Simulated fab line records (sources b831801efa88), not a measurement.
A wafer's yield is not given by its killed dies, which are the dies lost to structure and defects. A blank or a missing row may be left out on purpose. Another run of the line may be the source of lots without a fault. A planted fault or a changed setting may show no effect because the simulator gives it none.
2 desks, one fault ; flow sky130 ; each desk holds nothing but its own numbers, with what lay behind them at the end

## TOOL OWNER'S DESK, rieDiel-02
The tool's own readings at SKY_POLY_GATE_ETCH_15 (etches BARC in N2/H2, stops on SiO2, time 118.5 s, target depth 110 nm): means of the sampled wafers that have a number, for each lot that ran on this tool. If a lot's mean is further than 4 standard deviations from the usual mean, the lot is out of limits and carries the mark OUT (the distance appears in the brackets).
Columns: A = drypumpMotorCurrentA at SKY_POLY_GATE_ETCH_15, usual 5.8 A; B = h2FlowSccm at SKY_POLY_GATE_ETCH_15, usual 200.0 sccm; C = n2FlowSccm at SKY_POLY_GATE_ETCH_15, usual 100.0 sccm; D = oesProductAu at SKY_POLY_GATE_ETCH_15, usual 0.716 a.u.; E = throttleValvePct at SKY_POLY_GATE_ETCH_15, usual 13.213 %
lot;first seen here;A;B;C;D;E
L330;day 16 05:52;5.5;199.9;100.1;0.719;13.215
L331;day 16 19:04;5.7;199.8;100.1;0.713;13.212
L334;day 17 17:40;5.7;199.8;100.1;0.716;13.211
L335;day 18 04:13;5.7;200.1;99.9;0.717;13.218
L336;day 18 22:41;5.8;200.0;100.0;0.714;13.215
L340;day 21 08:10;5.8;199.9;99.9;0.713;13.215
L343;day 21 11:21;5.6;199.8;99.9;0.718;13.217
L344;day 21 19:55;6.1;200.1;100.2;0.716;13.215
This desk found nothing out of limits on any of the 8 lots.

## AT THE METROLOGY DESK
Means of the sampled wafers that have a number, per lot and without regard to the tool the lot ran on: this is what the gauges read. If a lot's mean is further than 4 standard deviations from the usual mean, the lot is out of limits and carries the mark OUT (the distance appears in the brackets).
Columns: A = PASSIVATION_CVD_00_THK at SKY_PASSIVATION_THK_MEAS_01, usual 90.2 nm
lot;first seen here;A
L330;day 43 20:42;91.5
L331;day 44 04:18;89.6
L332;day 44 10:50;88.2
L334;day 45 01:59;90.5
L335;day 45 08:55;89.4
L336;day 45 19:25;91.0
L340;day 47 10:24;90.8
L343;day 47 15:32;90.0
L344;day 47 17:18;89.3
L347;day 48 16:04;90.1
L351;day 49 02:46;89.6
L352;day 49 11:11;91.0
L353;day 49 23:17;90.0
This desk found nothing out of limits on any of the 13 lots.

## PUT TOGETHER
The tool owner's desk saw nothing out of limits.
From the metrology desk's view, nothing was out of limits.

## WHAT THE SIMULATOR HAD INSERTED
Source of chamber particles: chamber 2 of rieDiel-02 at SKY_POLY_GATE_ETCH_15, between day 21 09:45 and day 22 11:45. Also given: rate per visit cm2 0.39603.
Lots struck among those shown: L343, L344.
